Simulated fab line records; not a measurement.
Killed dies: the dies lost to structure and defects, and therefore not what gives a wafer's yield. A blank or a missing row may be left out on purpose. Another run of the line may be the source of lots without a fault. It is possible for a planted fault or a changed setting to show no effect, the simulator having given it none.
fab line records ; flow sky130
record: lots: 13; wafers: 39; last_day: 50
route steps=708 shown VIA1@458 METAL4@600 VIA4@651 METAL5@665 PAD_OPEN@708
lots with no fault: from the same line, run without faults
start_h: the number of hours between the record's first day and the start of the first shown wafer of the lot ; wait_h: how many hours have passed since the lot's step before this one ; " identical to the entry in the row above ; L1.1+2: a single row standing in for several wafers ; - no value present, or no start provided ; * or withheld: withheld ; < > ~ a bound
route shown NAME@n: a module of which the file shows steps, and the number in the route of the first ; usual: mean/standard deviation of fault-free wafers ; same: alike in all rows ; chamber/n: place in a boat ; sites: each site's reading ; _std_site: how widely they spread, as a standard deviation ; _edge_site: mean of outer sites minus mean of inner sites ; radius_mm: how far each site lies from the wafer's centre ; mask NAME#n: copy n ; behind: the tool/chamber that last shaped the wafer ; hold: why the lot was held/for how many hours/how that ended ; device: transistor that didn't switch, given as n, p or np ; end of line: at the end of the route, the tests of the same wafers ; step lacking rows: just its recipe ; killed: dies that structure and defects cost at the first sort, which is not the same as the wafer's yield ; map: a wafer's dies, x killed, . not, _ none there
set.NAME: the run value of the setting; set.NAME@STEP: its run value at that earlier step ; model.NAME: the simulator's own value behind a step, which no gauge read
the route's steps for a sample of lots (tables are steps, rows are wafers)
services: the hour from which a tool's chamber was out of use, counted from the record's first day as start_h (under 0 if before that day), plus the number of hours and why
== steps ==
step: SKY_VIA1_HDPCVD_00
recipe: material: SiO2; target_thk_nm: 1030; sigma_open_frac: 0.3; time_s: 171.7; temp_c: 400; sih4_flow_sccm: 60; pressure_mtorr: 6
lot.wafer;tool;chamber;start_h;wait_h
L812.2+3+4;hdpcvd-02;1,0,2;799.12;0.0
L813.3+4+6;hdpcvd-02;1,2,0;801.14;0.0
L815.1+2+3;hdpcvd-02;2,0,1;813.66;0.0
L814.2+5+6;hdpcvd-02;2,0,1;818.25;0.0
L817.1+5+6;hdpcvd-02;0,2,1;831.55;0.0
L824.4+5+6;hdpcvd-01;1,0,2;891.57;0.1
L825.1+4+5;hdpcvd-02;2,0,2;897.03;0.0
L826.1+3+4;hdpcvd-02;1,0,1;905.40;0.0
L827.1+5+6;hdpcvd-02;0,1,0;909.14;0.0
L828.3+4+5;hdpcvd-02;1,2,1;910.22;0.0
L830.1+2+6;hdpcvd-01;1,0,2;927.11;0.0
L831.1+5+6;hdpcvd-01;2,0,1;931.50;0.0
L833.1+2+4;hdpcvd-02;2,1,1;948.91;0.0
step: SKY_METAL4_SPUTTER_02
recipe: material: AlCu; target_thk_nm: 735; power_w: 10600; time_s: 39.1; chamber_pressure_pa: 0.4
usual: throttle_valve_pct: 29.9/0.76
lot.wafer;tool;chamber;start_h;wait_h;throttle_valve_pct
L812.2;pvd_sputter-03;-;964.72;0.0;30.3
L812.3;pvd_sputter-03;-;964.72;0.0;29.5
L812.4;pvd_sputter-03;-;964.72;0.0;29.9
L813.3;pvd_sputter-02;-;967.09;0.0;29.8
L813.4;pvd_sputter-02;-;967.09;0.0;30.6
L813.6;pvd_sputter-02;-;967.09;0.0;29.8
L815.1;pvd_sputter-01;-;978.08;0.0;31.0
L815.2;pvd_sputter-01;-;978.08;0.0;30.1
L815.3;pvd_sputter-01;-;978.08;0.0;28.3
L814.2;pvd_sputter-03;-;981.61;0.0;29.5
L814.5;pvd_sputter-03;-;981.61;0.0;30.4
L814.6;pvd_sputter-03;-;981.61;0.0;30.5
L817.1;pvd_sputter-03;-;994.01;0.0;29.6
L817.5;pvd_sputter-03;-;994.01;0.0;29.0
L817.6;pvd_sputter-03;-;994.01;0.0;30.6
L824.4;pvd_sputter-03;-;1040.52;0.0;30.2
L824.5;pvd_sputter-03;-;1040.52;0.0;29.3
L824.6;pvd_sputter-03;-;1040.52;0.0;30.2
L825.1;pvd_sputter-02;-;1045.74;0.0;28.2
L825.4;pvd_sputter-02;-;1045.74;0.0;29.7
L825.5;pvd_sputter-02;-;1045.74;0.0;29.9
L826.1;pvd_sputter-02;-;1052.25;0.0;30.2
L826.3;pvd_sputter-02;-;1052.25;0.0;28.4
L826.4;pvd_sputter-02;-;1052.25;0.0;31.0
L827.1;pvd_sputter-01;-;1057.95;0.0;30.9
L827.5;pvd_sputter-01;-;1057.95;0.0;30.8
L827.6;pvd_sputter-01;-;1057.95;0.0;30.1
L828.3;pvd_sputter-01;-;1058.90;0.0;30.6
L828.4;pvd_sputter-01;-;1058.90;0.0;28.4
L828.5;pvd_sputter-01;-;1058.90;0.0;30.8
L830.1;pvd_sputter-03;-;1072.14;0.0;30.4
L830.2;pvd_sputter-03;-;1072.14;0.0;29.3
L830.6;pvd_sputter-03;-;1072.14;0.0;30.3
L831.1;pvd_sputter-01;-;1077.99;0.0;28.2
L831.5;pvd_sputter-01;-;1077.99;0.0;30.7
L831.6;pvd_sputter-01;-;1077.99;0.0;28.7
L833.1;pvd_sputter-03;-;1090.95;0.0;29.8
L833.2;pvd_sputter-03;-;1090.95;0.0;30.1
L833.4;pvd_sputter-03;-;1090.95;0.0;29.7
step: SKY_VIA4_ETCH_12
recipe: target: SiO2; chemistry: C4F8/O2/Ar; stop_on: TiN; mask_material: NOVOLAK; source_w: 1500; bias_w: 1200; pressure_mtorr: 40; c4f8_flow_sccm: withheld; O2_flow_sccm: 6; Ar_flow_sccm: 300; time_s: withheld; target_depth_a: 5800
usual: chamber_pressure_mTorr: 40.00/0.037; oes_product_au: 0.926/0.0045
lot.wafer;tool;chamber;start_h;wait_h;chamber_pressure_mTorr;oes_product_au
L812.2;rie_diel-03;0;1031.09;0.0;39.95;0.925
L812.3;rie_diel-03;2;1031.09;0.0;39.96;0.926
L812.4;rie_diel-03;3;1031.09;0.0;40.02;0.930
L813.3;rie_diel-01;3;1033.49;0.0;39.99;0.928
L813.4;rie_diel-01;0;1033.49;0.0;40.02;0.927
L813.6;rie_diel-01;2;1033.49;0.0;40.09;0.925
L815.1;rie_diel-03;1;1042.36;0.0;40.04;0.935
L815.2;rie_diel-03;3;1042.36;0.0;40.05;0.925
L815.3;rie_diel-03;2;1042.36;0.0;40.03;0.918
L814.2;rie_diel-03;3;1044.86;0.0;39.98;0.923
L814.5;rie_diel-03;1;1044.86;0.0;40.01;0.930
L814.6;rie_diel-03;0;1044.86;0.0;40.04;0.918
L817.1;rie_diel-01;3;1059.02;0.0;40.02;0.925
L817.5;rie_diel-01;2;1059.02;0.0;40.03;0.927
L817.6;rie_diel-01;1;1059.02;0.0;39.96;0.928
L824.4;rie_diel-01;0;1109.76;0.0;40.02;0.928
L824.5;rie_diel-01;3;1109.76;0.0;39.99;0.927
L824.6;rie_diel-01;0;1109.76;0.0;40.00;0.921
L825.1;rie_diel-04;1;1113.66;0.0;40.05;0.919
L825.4;rie_diel-04;0;1113.66;0.0;39.98;0.933
L825.5;rie_diel-04;3;1113.66;0.0;40.06;0.922
L826.1;rie_diel-01;3;1119.24;0.0;40.04;0.928
L826.3;rie_diel-01;1;1119.24;0.0;39.96;0.927
L826.4;rie_diel-01;0;1119.24;0.0;40.03;0.929
L827.1;rie_diel-04;0;1122.46;0.0;39.96;0.930
L827.5;rie_diel-04;1;1122.46;0.0;39.98;0.925
L827.6;rie_diel-04;2;1122.46;0.0;40.01;0.927
L828.3;rie_diel-01;0;1124.40;0.0;40.02;0.930
L828.4;rie_diel-01;3;1124.40;0.0;39.99;0.925
L828.5;rie_diel-01;2;1124.40;0.0;40.01;0.925
L830.1;rie_diel-04;1;1135.76;0.0;40.05;0.928
L830.2;rie_diel-04;2;1135.76;0.0;40.04;0.924
L830.6;rie_diel-04;2;1135.76;0.0;40.07;0.924
L831.1;rie_diel-04;2;1140.87;0.0;39.98;0.934
L831.5;rie_diel-04;3;1140.87;0.0;40.03;0.931
L831.6;rie_diel-04;0;1140.87;0.0;40.02;0.924
L833.1;rie_diel-03;1;1152.85;0.0;40.13;0.920
L833.2;rie_diel-03;0;1152.85;0.0;40.02;0.921
L833.4;rie_diel-03;3;1152.85;0.0;40.03;0.921
step: SKY_METAL5_SPUTTER_04
recipe: material: TiN; target_thk_nm: 70; power_w: 6500; time_s: 58.3; chamber_pressure_pa: 0.4
usual: throttle_valve_pct: 30.0/0.86
lot.wafer;tool;chamber;start_h;wait_h;throttle_valve_pct
L812.2;pvd_sputter-02;-;1032.57;0.0;29.9
L812.3;pvd_sputter-02;-;1032.57;0.0;30.8
L812.4;pvd_sputter-02;-;1032.57;0.0;28.3
L813.3;pvd_sputter-04;-;1034.97;0.0;30.2
L813.4;pvd_sputter-04;-;1034.97;0.0;29.4
L813.6;pvd_sputter-04;-;1034.97;0.0;29.9
L815.1;pvd_sputter-03;-;1043.84;0.0;29.5
L815.2;pvd_sputter-03;-;1043.84;0.0;30.4
L815.3;pvd_sputter-03;-;1043.84;0.0;30.5
L814.2;pvd_sputter-04;-;1046.36;0.0;29.4
L814.5;pvd_sputter-04;-;1046.36;0.0;31.3
L814.6;pvd_sputter-04;-;1046.36;0.0;29.8
L817.1;pvd_sputter-04;-;1060.65;0.0;30.9
L817.5;pvd_sputter-04;-;1060.65;0.0;30.7
L817.6;pvd_sputter-04;-;1060.65;0.0;30.1
L824.4;pvd_sputter-02;-;1111.24;0.0;30.8
L824.5;pvd_sputter-02;-;1111.24;0.0;30.0
L824.6;pvd_sputter-02;-;1111.24;0.0;30.6
L825.1;pvd_sputter-02;-;1115.19;0.0;30.1
L825.4;pvd_sputter-02;-;1115.19;0.0;28.6
L825.5;pvd_sputter-02;-;1115.19;0.0;28.3
L826.1;pvd_sputter-04;-;1120.76;0.0;30.5
L826.3;pvd_sputter-04;-;1120.76;0.0;31.6
L826.4;pvd_sputter-04;-;1120.76;0.0;29.3
L827.1;pvd_sputter-02;-;1123.94;0.0;31.0
L827.5;pvd_sputter-02;-;1123.94;0.0;30.0
L827.6;pvd_sputter-02;-;1123.94;0.0;30.1
L828.3;pvd_sputter-02;-;1125.88;0.0;30.8
L828.4;pvd_sputter-02;-;1125.88;0.0;28.2
L828.5;pvd_sputter-02;-;1125.88;0.0;30.8
L830.1;pvd_sputter-04;-;1137.24;0.0;31.5
L830.2;pvd_sputter-04;-;1137.24;0.0;30.1
L830.6;pvd_sputter-04;-;1137.24;0.0;30.9
L831.1;pvd_sputter-03;-;1142.35;0.0;29.8
L831.5;pvd_sputter-03;-;1142.35;0.0;30.3
L831.6;pvd_sputter-03;-;1142.35;0.0;30.3
L833.1;pvd_sputter-03;-;1154.51;0.0;30.4
L833.2;pvd_sputter-03;-;1154.51;0.0;30.3
L833.4;pvd_sputter-03;-;1154.51;0.0;29.7
step: SKY_PAD_OPEN_PROBE_99
usual: defect_limited_yield: 82.1/2; killed_at_M0_to_M3: 43/6.4; killed_at_M4_up: 3.2/1.8; killed_at_contacts: 25/5.5; killed_at_front_end: 16/5.2; killed_at_other: 0.3/0.49; killed_dies: 88/10; killed_open: 48/7; killed_short: 40/7.1; sort_bin_3_pad_short: 0.9/0.42; sort_bin_5_function: 10.5/1.6; sort_bin_6_memory: 6.5/1.2; sort_n_pass: 404/10; sort_yield_pct: 82.1/2
same: gross_dies: 492; killed_at_back_side: 0; sort_bin_4_leakage[%]: 0; sort_bin_8_speed[%]: 0
lot.wafer;tool;chamber;start_h;wait_h;defect_limited_yield[%];killed_at_M0_to_M3;killed_at_M4_up;killed_at_contacts;killed_at_front_end;killed_at_other;killed_dies;killed_open;killed_short;sort_bin_3_pad_short[%];sort_bin_5_function[%];sort_bin_6_memory[%];sort_n_pass;sort_yield_pct[%]
L815.1;prober-01;-;1112.39;0.1;70.9;105;3;21;14;0;143;44;37;4.7;16.1;8.3;349;70.9
L815.2;prober-01;-;1112.44;0.1;83.7;48;3;20;9;0;80;45;35;0.4;9.6;6.3;412;83.7
L815.3;prober-01;-;1112.49;0.2;82.9;33;8;26;16;1;84;41;43;1.0;10.0;6.1;408;82.9
L814.2;prober-02;-;1115.60;0.1;73.6;94;2;27;7;0;130;49;26;5.1;15.0;6.3;362;73.6
L814.5;prober-02;-;1115.75;0.2;84.1;50;1;16;11;0;78;37;41;0.4;10.6;4.9;414;84.1
L814.6;prober-02;-;1115.80;0.2;81.1;53;3;24;13;0;93;51;42;0.4;11.2;7.3;399;81.1
L817.1;prober-02;-;1126.74;0.1;82.5;44;3;20;19;0;86;51;35;1.0;9.3;7.1;406;82.5
L817.5;prober-02;-;1126.94;0.2;71.5;105;1;17;16;1;140;47;37;4.1;15.7;8.7;352;71.5
L817.6;prober-02;-;1126.99;0.2;79.3;44;3;23;31;1;102;62;40;1.0;12.6;7.1;390;79.3
L826.4;prober-02;-;1179.00;0.2;84.3;34;5;27;11;0;77;48;29;1.2;8.9;5.5;415;84.3
killed by level:class
L815.1 VIA1:unspecified=62 VIA1:geometric_particle:open=13 VIA2:geometric_particle:open=8 VIA3:geometric_particle:open=6 CONTACT:geometric_particle:open=5 METAL1:geometric_particle:short=5 LI_CONTACT:geometric_particle:short=5 VIA1:geometric_particle:short=5
L815.2 VIA1:geometric_particle:open=12 LI_CONTACT:geometric_particle:open=7 VIA1:geometric_particle:short=7 VIA2:geometric_particle:open=6 CONTACT:geometric_particle:open=5 METAL1:geometric_particle:short=5 VIA3:geometric_particle:open=5 METAL3:geometric_particle:short=4
L815.3 VIA3:geometric_particle:open=10 CONTACT:geometric_particle:open=8 LI_CONTACT:geometric_particle:open=7 METAL4:geometric_particle:short=7 FIELD_ISO:geometric_particle:short=6 LOCAL_INTERCONNECT:geometric_particle:short=5 VIA1:geometric_particle:open=4 FIELD_ISO:geometric_particle:open=3
L814.2 VIA1:unspecified=55 VIA1:geometric_particle:open=11 CONTACT:geometric_particle:open=10 LI_CONTACT:geometric_particle:open=8 VIA3:geometric_particle:open=6 VIA2:geometric_particle:open=5 METAL1:geometric_particle:short=4 VIA1:geometric_particle:short=4
L814.5 VIA2:geometric_particle:open=11 CONTACT:geometric_particle:open=8 METAL1:geometric_particle:short=7 VIA1:geometric_particle:open=6 METAL2:geometric_particle:short=5 VIA3:geometric_particle:short=5 FIELD_ISO:geometric_particle:short=4 METAL3:geometric_particle:short=4
L814.6 VIA3:geometric_particle:open=12 VIA2:geometric_particle:open=9 CONTACT:geometric_particle:open=8 METAL2:geometric_particle:short=8 VIA1:geometric_particle:open=7 VIA1:geometric_particle:short=7 CONTACT:geometric_particle:short=6 FIELD_ISO:geometric_particle:open=4
L817.1 CONTACT:geometric_particle:open=14 VIA1:geometric_particle:open=11 VIA1:geometric_particle:short=6 FIELD_ISO:geometric_particle:open=5 FIELD_ISO:geometric_particle:short=5 METAL3:geometric_particle:short=5 VIA2:geometric_particle:open=4 VIA3:geometric_particle:open=4
L817.5 VIA1:unspecified=56 VIA1:geometric_particle:open=16 VIA1:geometric_particle:short=11 CONTACT:geometric_particle:open=9 FIELD_ISO:geometric_particle:open=6 FIELD_ISO:geometric_particle:short=5 VIA2:geometric_particle:open=5 LI_CONTACT:geometric_particle:open=4
L817.6 VIA1:geometric_particle:open=17 FIELD_ISO:geometric_particle:short=8 CONTACT:geometric_particle:open=8 LI_CONTACT:geometric_particle:open=7 VIA3:geometric_particle:open=7 FIELD_ISO:geometric_particle:open=6 POLY_GATE:geometric_particle:open=5 VIA2:geometric_particle:open=5
L826.4 CONTACT:geometric_particle:open=8 VIA3:geometric_particle:open=7 LI_CONTACT:geometric_particle:open=7 VIA1:geometric_particle:open=7 LOCAL_INTERCONNECT:geometric_particle:short=6 METAL1:geometric_particle:short=4 VIA2:geometric_particle:open=4 FIELD_ISO:geometric_particle:open=3
== services ==
tool;chamber;start_h;hours;kind
hdpcvd-02;0;802.25;10.7;repair
pvd_sputter-04;-;851.03;2.2;repair
pvd_sputter-03;-;858.97;9.0;repair
rie_diel-01;1;874.72;30.3;repair
pvd_sputter-04;-;883.97;4.0;repair
rie_diel-01;2;893.18;16.8;repair
pvd_sputter-03;-;922.83;1.7;repair
pvd_sputter-02;-;929.69;2.3;repair
pvd_sputter-04;-;945.86;9.6;repair
hdpcvd-02;-;950.25;15.0;pm
pvd_sputter-03;-;972.80;3.2;repair
pvd_sputter-03;-;996.23;3.2;repair
hdpcvd-02;-;1016.07;3.1;repair
hdpcvd-02;-;1020.02;1.7;repair
hdpcvd-02;2;1026.06;8.0;repair
pvd_sputter-03;-;1031.74;4.6;repair
pvd_sputter-02;-;1035.07;0.5;repair
pvd_sputter-04;-;1045.03;1.1;repair
pvd_sputter-03;-;1066.05;5.7;repair
pvd_sputter-04;-;1079.26;2.0;repair
rie_diel-01;3;1081.72;10.1;repair
pvd_sputter-03;-;1107.05;1.1;repair
pvd_sputter-03;-;1125.57;0.8;repair
pvd_sputter-03;-;1131.26;2.5;repair
== key ==
first_sign: step: SKY_PAD_OPEN_PROBE_99; reading: killed_at_M0_to_M3; direction: up; sigmas: 9; usual: 43; struck: 101
effect: step: SKY_PAD_OPEN_PROBE_99; reading: sort_bin_3_pad_short; direction: up; sigmas: 8.9; usual: 0.9; struck: 4.6
met_at SKY_VIA1_HDPCVD_00
struck_lots L814,L815,L817
struck_wafers L814.2,L815.1,L817.5
not_acting_at SKY_METAL4_SPUTTER_02,SKY_VIA4_ETCH_12,SKY_METAL5_SPUTTER_04
onset_between 801.14 813.66
fault: kind: chamber_particle_source; tool: hdpcvd-02; chamber: 2; onset_h: 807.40; steps: SKY_VIA1_HDPCVD_00; rate_per_visit_cm2: 2.0928; end_h: 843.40
